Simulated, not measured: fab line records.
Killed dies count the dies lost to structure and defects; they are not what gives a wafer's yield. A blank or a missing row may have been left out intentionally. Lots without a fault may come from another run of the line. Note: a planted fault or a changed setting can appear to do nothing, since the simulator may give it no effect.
Which tool did it? || flow sky130 || 11 lots, 32 wafers sampled, at 4 steps of a route of 708

WHAT EACH GAUGE READ, for each wafer
SKY_VIA4_OVL_MEAS_11. Usual: VIA4_OVL typically reads 0.0 nm, with standard deviation 1.3.
{"lot": "L972", "measured": "day 44 04:12", "on": "overlay-02", "VIA4_OVL (nm)": "0.4 -2.3 -0.9", "flag": ""}
{"lot": "L974", "measured": "day 44 09:43", "on": "overlay-02", "VIA4_OVL (nm)": "0.9 1.3 1.6", "flag": ""}
{"lot": "L975", "measured": "day 44 21:33", "on": "overlay-01", "VIA4_OVL (nm)": "1.1 2.8 0.4", "flag": ""}
{"lot": "L980", "measured": "day 46 00:50", "on": "overlay-02", "VIA4_OVL (nm)": "1.6 0.8", "flag": ""}
{"lot": "L981", "measured": "day 46 06:30", "on": "overlay-02", "VIA4_OVL (nm)": "-0.9 -2.5 -0.7", "flag": ""}
{"lot": "L982", "measured": "day 46 10:49", "on": "overlay-02", "VIA4_OVL (nm)": "0.1 -0.1 -0.8", "flag": ""}
{"lot": "L983", "measured": "day 46 15:37", "on": "overlay-02", "VIA4_OVL (nm)": "-1.8 -0.7 -0.4", "flag": ""}
{"lot": "L985", "measured": "day 47 07:49", "on": "overlay-01", "VIA4_OVL (nm)": "-1.6 -0.1 -1.3", "flag": ""}
{"lot": "L987", "measured": "day 47 12:56", "on": "overlay-02", "VIA4_OVL (nm)": "-2.2 -1.2 -0.4", "flag": ""}
{"lot": "L991", "measured": "day 48 13:57", "on": "overlay-01", "VIA4_OVL (nm)": "-1.5 -1.4 -3.1", "flag": ""}
{"lot": "L992", "measured": "day 48 17:31", "on": "overlay-02", "VIA4_OVL (nm)": "1.0 -0.1 1.9", "flag": ""}

WHICH TOOL RAN EACH LOT (tool, then ch and the chambers of the sampled wafers, then the start)
{"lot": "L972", "SKY_METAL3_DESCUM_15": "rie-metal-03 ch 0,1, day 40 00:57", "SKY_VIA3_CMP_24": "cmp-01 ch 1,2, day 41 04:14", "SKY_METAL4_ETCH_16": "rie-metal-04 ch 0,1, day 43 04:11"}
{"lot": "L974", "SKY_METAL3_DESCUM_15": "rie-metal-03 ch 0,1, day 40 06:33", "SKY_VIA3_CMP_24": "cmp-01 ch 0,2,3, day 41 10:23", "SKY_METAL4_ETCH_16": "rie-metal-04 ch 0,1, day 43 09:38"}
{"lot": "L975", "SKY_METAL3_DESCUM_15": "rie-metal-03 ch 0,1, day 40 19:48", "SKY_VIA3_CMP_24": "cmp-01 ch 0,1, day 41 22:35", "SKY_METAL4_ETCH_16": "rie-metal-04 ch 1, day 43 21:44"}
{"lot": "L980", "SKY_METAL3_DESCUM_15": "rie-metal-02 ch 1, day 42 02:04", "SKY_VIA3_CMP_24": "cmp-02 ch 0,3, day 43 04:26", "SKY_METAL4_ETCH_16": "rie-metal-04 ch 0, day 45 02:24"}
{"lot": "L981", "SKY_METAL3_DESCUM_15": "rie-metal-01 ch 0,1, day 42 08:13", "SKY_VIA3_CMP_24": "cmp-01 ch 1,2,3, day 43 10:34", "SKY_METAL4_ETCH_16": "rie-metal-04 ch 0,1, day 45 07:50"}
{"lot": "L982", "SKY_METAL3_DESCUM_15": "rie-metal-02 ch 0,1, day 42 13:14", "SKY_VIA3_CMP_24": "cmp-02 ch 0,1, day 43 15:18", "SKY_METAL4_ETCH_16": "rie-metal-03 ch 0,1, day 45 12:38"}
{"lot": "L983", "SKY_METAL3_DESCUM_15": "rie-metal-02 ch 0,1, day 42 20:40", "SKY_VIA3_CMP_24": "cmp-01 ch 1,2,3, day 43 21:41", "SKY_METAL4_ETCH_16": "rie-metal-04 ch 0,1, day 45 17:20"}
{"lot": "L985", "SKY_METAL3_DESCUM_15": "rie-metal-03 ch 0,1, day 43 12:42", "SKY_VIA3_CMP_24": "cmp-01 ch 1,2, day 44 13:29", "SKY_METAL4_ETCH_16": "rie-metal-02 ch 0,1, day 46 09:41"}
{"lot": "L987", "SKY_METAL3_DESCUM_15": "rie-metal-03 ch 0,1, day 43 19:31", "SKY_VIA3_CMP_24": "cmp-02 ch 1,2,3, day 44 20:16", "SKY_METAL4_ETCH_16": "rie-metal-03 ch 0,1, day 46 15:46"}
{"lot": "L991", "SKY_METAL3_DESCUM_15": "rie-metal-03 ch 0,1, day 44 23:36", "SKY_VIA3_CMP_24": "cmp-01 ch 1,3, day 45 23:32", "SKY_METAL4_ETCH_16": "rie-metal-03 ch 0,1, day 47 17:17"}
{"lot": "L992", "SKY_METAL3_DESCUM_15": "rie-metal-01 ch 0,1, day 45 04:13", "SKY_VIA3_CMP_24": "cmp-02 ch 0,2,3, day 46 03:29", "SKY_METAL4_ETCH_16": "rie-metal-03 ch 0,1, day 47 21:26"}
- SKY_METAL3_DESCUM_15: chemistry O2, time 8 s.
- SKY_VIA3_CMP_24: polishes, stops on SiO2, t overpolish 20 s, target thk 0 nm.
- SKY_METAL4_ETCH_16: etches BARC in N2/H2, stops on SiO2, time 88.2 s, target depth 60 nm.

AS READ BY THE TOOLS THEMSELVES (means over the sampled wafers that have a number; for cases with no such wafer, the mark the record gives instead)
SKY_METAL3_DESCUM_15. Usual: drypump-motor-current-A 5.36 A, standard deviation 0.28; oes-product-au 0.999 a.u., standard deviation 0.016; temp-c 40.00 C, standard deviation 0.12.
{"lot": "L972", "tool": "rie-metal-03", "drypump-motor-current-A (A)": 5.25, "oes-product-au (a.u.)": 1.014, "temp-c (C)": 39.96, "flag": ""}
{"lot": "L974", "tool": "rie-metal-03", "drypump-motor-current-A (A)": 5.25, "oes-product-au (a.u.)": 1.008, "temp-c (C)": 40.00, "flag": ""}
{"lot": "L975", "tool": "rie-metal-03", "drypump-motor-current-A (A)": 5.25, "oes-product-au (a.u.)": 1.010, "temp-c (C)": 39.98, "flag": ""}
{"lot": "L980", "tool": "rie-metal-02", "drypump-motor-current-A (A)": 5.80, "oes-product-au (a.u.)": 1.004, "temp-c (C)": 40.21, "flag": ""}
{"lot": "L981", "tool": "rie-metal-01", "drypump-motor-current-A (A)": 5.56, "oes-product-au (a.u.)": 0.983, "temp-c (C)": 39.93, "flag": ""}
{"lot": "L982", "tool": "rie-metal-02", "drypump-motor-current-A (A)": 5.57, "oes-product-au (a.u.)": 1.002, "temp-c (C)": 40.04, "flag": ""}
{"lot": "L983", "tool": "rie-metal-02", "drypump-motor-current-A (A)": 5.58, "oes-product-au (a.u.)": 1.005, "temp-c (C)": 39.97, "flag": ""}
{"lot": "L985", "tool": "rie-metal-03", "drypump-motor-current-A (A)": 5.10, "oes-product-au (a.u.)": 1.015, "temp-c (C)": 39.90, "flag": ""}
{"lot": "L987", "tool": "rie-metal-03", "drypump-motor-current-A (A)": 5.10, "oes-product-au (a.u.)": 1.009, "temp-c (C)": 39.90, "flag": ""}
{"lot": "L991", "tool": "rie-metal-03", "drypump-motor-current-A (A)": 5.08, "oes-product-au (a.u.)": 1.012, "temp-c (C)": 39.99, "flag": ""}
{"lot": "L992", "tool": "rie-metal-01", "drypump-motor-current-A (A)": 5.58, "oes-product-au (a.u.)": 0.976, "temp-c (C)": 40.08, "flag": ""}

SKY_VIA3_CMP_24. Usual: motor-current-A 10.7 A, standard deviation 1.1; overpolish-run-s 20.001 s, standard deviation 0.0082; platen-rpm 60.00 rpm, standard deviation 0.045; retaining-ring-pressure-frac 1.001, standard deviation 0.005; time-to-endpoint-s 93 s, standard deviation 3.8.
{"lot": "L972", "tool": "cmp-01", "motor-current-A (A)": 11.7, "overpolish-run-s (s)": 19.996, "platen-rpm (rpm)": 59.97, "retaining-ring-pressure-frac": 1.001, "time-to-endpoint-s (s)": 93, "flag": ""}
{"lot": "L974", "tool": "cmp-01", "motor-current-A (A)": 10.8, "overpolish-run-s (s)": 19.998, "platen-rpm (rpm)": 59.96, "retaining-ring-pressure-frac": 0.998, "time-to-endpoint-s (s)": 94, "flag": ""}
{"lot": "L975", "tool": "cmp-01", "motor-current-A (A)": 10.8, "overpolish-run-s (s)": 20.004, "platen-rpm (rpm)": 60.03, "retaining-ring-pressure-frac": 1.003, "time-to-endpoint-s (s)": 92, "flag": ""}
{"lot": "L980", "tool": "cmp-02", "motor-current-A (A)": 10.0, "overpolish-run-s (s)": 20.005, "platen-rpm (rpm)": 59.99, "retaining-ring-pressure-frac": 0.999, "time-to-endpoint-s (s)": 96, "flag": ""}
{"lot": "L981", "tool": "cmp-01", "motor-current-A (A)": 11.3, "overpolish-run-s (s)": 20.004, "platen-rpm (rpm)": 59.99, "retaining-ring-pressure-frac": 1.001, "time-to-endpoint-s (s)": 93, "flag": ""}
{"lot": "L982", "tool": "cmp-02", "motor-current-A (A)": 9.3, "overpolish-run-s (s)": 20.008, "platen-rpm (rpm)": 60.04, "retaining-ring-pressure-frac": 1.010, "time-to-endpoint-s (s)": 89, "flag": ""}
{"lot": "L983", "tool": "cmp-01", "motor-current-A (A)": 11.8, "overpolish-run-s (s)": 20.000, "platen-rpm (rpm)": 60.00, "retaining-ring-pressure-frac": 1.004, "time-to-endpoint-s (s)": 95, "flag": ""}
{"lot": "L985", "tool": "cmp-01", "motor-current-A (A)": 11.8, "overpolish-run-s (s)": 19.999, "platen-rpm (rpm)": 59.96, "retaining-ring-pressure-frac": 1.000, "time-to-endpoint-s (s)": 95, "flag": ""}
{"lot": "L987", "tool": "cmp-02", "motor-current-A (A)": 10.4, "overpolish-run-s (s)": 19.995, "platen-rpm (rpm)": 60.04, "retaining-ring-pressure-frac": 1.004, "time-to-endpoint-s (s)": 94, "flag": ""}
{"lot": "L991", "tool": "cmp-01", "motor-current-A (A)": 11.6, "overpolish-run-s (s)": 20.004, "platen-rpm (rpm)": 59.99, "retaining-ring-pressure-frac": 1.003, "time-to-endpoint-s (s)": 94, "flag": ""}
{"lot": "L992", "tool": "cmp-02", "motor-current-A (A)": 10.3, "overpolish-run-s (s)": 20.011, "platen-rpm (rpm)": 59.96, "retaining-ring-pressure-frac": 0.999, "time-to-endpoint-s (s)": 92, "flag": ""}

SKY_METAL4_ETCH_16. Usual: drypump-motor-current-A 5.9 A, standard deviation 0.56; oes-product-au 0.625 a.u., standard deviation 0.0046; run-length-s 116.7 s, standard deviation 0.67; throttle-valve-pct 13.205 %, standard deviation 0.0089.
{"lot": "L972", "tool": "rie-metal-04", "drypump-motor-current-A (A)": 6.4, "oes-product-au (a.u.)": 0.624, "run-length-s (s)": 116.5, "throttle-valve-pct (%)": 13.212, "flag": ""}
{"lot": "L974", "tool": "rie-metal-04", "drypump-motor-current-A (A)": 6.2, "oes-product-au (a.u.)": 0.622, "run-length-s (s)": 116.6, "throttle-valve-pct (%)": 13.204, "flag": ""}
{"lot": "L975", "tool": "rie-metal-04", "drypump-motor-current-A (A)": 6.0, "oes-product-au (a.u.)": 0.623, "run-length-s (s)": 116.4, "throttle-valve-pct (%)": 13.196, "flag": ""}
{"lot": "L980", "tool": "rie-metal-04", "drypump-motor-current-A (A)": 6.6, "oes-product-au (a.u.)": 0.956, "run-length-s (s)": 81.9, "throttle-valve-pct (%)": 13.229, "flag": "OFF"}
{"lot": "L981", "tool": "rie-metal-04", "drypump-motor-current-A (A)": 6.4, "oes-product-au (a.u.)": 0.955, "run-length-s (s)": 81.8, "throttle-valve-pct (%)": 13.231, "flag": "OFF"}
{"lot": "L982", "tool": "rie-metal-03", "drypump-motor-current-A (A)": 5.2, "oes-product-au (a.u.)": 0.620, "run-length-s (s)": 119.4, "throttle-valve-pct (%)": 13.207, "flag": "OFF"}
{"lot": "L983", "tool": "rie-metal-04", "drypump-motor-current-A (A)": 6.3, "oes-product-au (a.u.)": 0.958, "run-length-s (s)": 81.7, "throttle-valve-pct (%)": 13.235, "flag": "OFF"}
{"lot": "L985", "tool": "rie-metal-02", "drypump-motor-current-A (A)": 5.6, "oes-product-au (a.u.)": 0.621, "run-length-s (s)": 116.3, "throttle-valve-pct (%)": 13.209, "flag": ""}
{"lot": "L987", "tool": "rie-metal-03", "drypump-motor-current-A (A)": 5.2, "oes-product-au (a.u.)": 0.628, "run-length-s (s)": 116.5, "throttle-valve-pct (%)": 13.203, "flag": ""}
{"lot": "L991", "tool": "rie-metal-03", "drypump-motor-current-A (A)": 5.2, "oes-product-au (a.u.)": 0.630, "run-length-s (s)": 116.9, "throttle-valve-pct (%)": 13.203, "flag": ""}
{"lot": "L992", "tool": "rie-metal-03", "drypump-motor-current-A (A)": 5.1, "oes-product-au (a.u.)": 0.626, "run-length-s (s)": 116.9, "throttle-valve-pct (%)": 13.205, "flag": ""}

THE ANSWER, worked out from the rows above alone
Rule: take the mean of a lot's wafers that have a number; if it is more than 3 standard deviations from the usual mean, the lot is off. A lot without any number at a reading at which 4 lots or more have one is off too. All remaining lots with rows at the step are treated as sound. The gauges are gone through in route order, then the tools' own readings, and for those a lot's mean is taken as printed above. At the first step where some lot is off, the reading lying furthest off is the one used; lots without a number count as furthest.
Off: L980, L981, L983 (SKY_METAL4_ETCH_16, oes-product-au).
A tool fits if, at that step or a process step before it, it ran every lot that is off, and no sound lot after the first of them. One fits: SKY_METAL4_ETCH_16 on rie-metal-04. Its last sound lot is L975 (day 43 21:44), its first lot that is off L980 (day 45 02:24): a fault that began between those two fits.
The tool's own readings at SKY_METAL4_ETCH_16 bear it out: on the lots that are off they differ by more than 5 times the standard deviation of the sound lots' means. oes-product-au reads 0.956 a.u. there against 0.624 a.u. on the sound lots; run-length-s reads 81.8 s there against 116.9 s on the sound lots; throttle-valve-pct reads 13.232 % there against 13.205 % on the sound lots.

WHAT THE SIMULATOR HAD PUT IN
Drift in process parameters on rie-metal-04 at SKY_METAL4_ETCH_16, starting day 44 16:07. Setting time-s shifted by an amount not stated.
Lots struck among those shown: L980, L981, L983. The same result came from the rule above.
